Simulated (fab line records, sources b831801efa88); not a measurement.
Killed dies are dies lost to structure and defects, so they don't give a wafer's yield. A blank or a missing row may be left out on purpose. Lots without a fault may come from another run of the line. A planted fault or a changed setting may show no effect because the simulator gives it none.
Which tool did it? | flow gf180mcu | 6 lots, 18 wafers sampled, at 3 steps of a route of 602

WHAT THE GAUGES READ, wafer by wafer
GF_POLY_GATE_CD_MEAS_18.
lot  | measured     | on        | cd_nm (nm)
L309 | day 9 17:05  | cd_sem-02 | 280.3 279.9 280.8
L311 | day 10 04:50 | cd_sem-02 | 281.2 283.8 282.8
L316 | day 11 15:29 | cd_sem-02 | 278.7 279.3 280.8
L319 | day 12 10:50 | cd_sem-02 | 278.8 276.8 278.2
L325 | day 14 06:35 | cd_sem-02 | 282.2 282.8 283.1
L330 | day 15 18:10 | cd_sem-02 | 278.5 281.4 280.4

WHICH TOOL RAN EACH LOT (tool, then ch and the chambers of the sampled wafers, then the start)
lot  | GF_DUAL_GATE_STRIP_13                | GF_POLY_GATE_ETCH_13
L309 | plasma_asher-01 ch 0,1, day 8 15:01  | rie_si-01 ch 1,2, day 9 15:31
L311 | plasma_asher-04 ch 0,1, day 9 05:45  | rie_si-01 ch 0,2,3, day 10 03:15
L316 | plasma_asher-02 ch 0,1, day 10 15:34 | rie_si-01 ch 1,3, day 11 12:30
L319 | plasma_asher-02 ch 0, day 11 09:00   | rie_si-01 ch 0,1,2, day 12 09:19
L325 | plasma_asher-02 ch 0,1, day 13 03:22 | rie_si-02 ch 0,2, day 14 04:33
L330 | plasma_asher-02 ch 0,1, day 14 15:37 | rie_si-02 ch 0,1,3, day 15 16:39
- GF_DUAL_GATE_STRIP_13: strips in O2/N2.
- GF_POLY_GATE_ETCH_13: etches poly-Si in HBr/Cl2, stops on SiO2, target depth 198.5 nm, time 69.6 s.

THE ANSWER, worked out from the rows above alone
Rule: what is usual is taken from the lots themselves. Put in order of their means at a reading, lots are off if they are a third of the lots or fewer, leave a main group of 4 or more, and stand apart from it by a gap of 3 or more times the standard deviation of the main group's means; of several such gaps the widest counts. A main group whose means are all the same, to the digits that the tables above print for the reading, isn't used. A lot without any number at a reading at which 4 lots or more have one is off too. The other lots that the step has rows for count as sound.
No lot is off at any reading shown: from this, nothing can be told.

WHAT THE SIMULATOR HAD PUT IN
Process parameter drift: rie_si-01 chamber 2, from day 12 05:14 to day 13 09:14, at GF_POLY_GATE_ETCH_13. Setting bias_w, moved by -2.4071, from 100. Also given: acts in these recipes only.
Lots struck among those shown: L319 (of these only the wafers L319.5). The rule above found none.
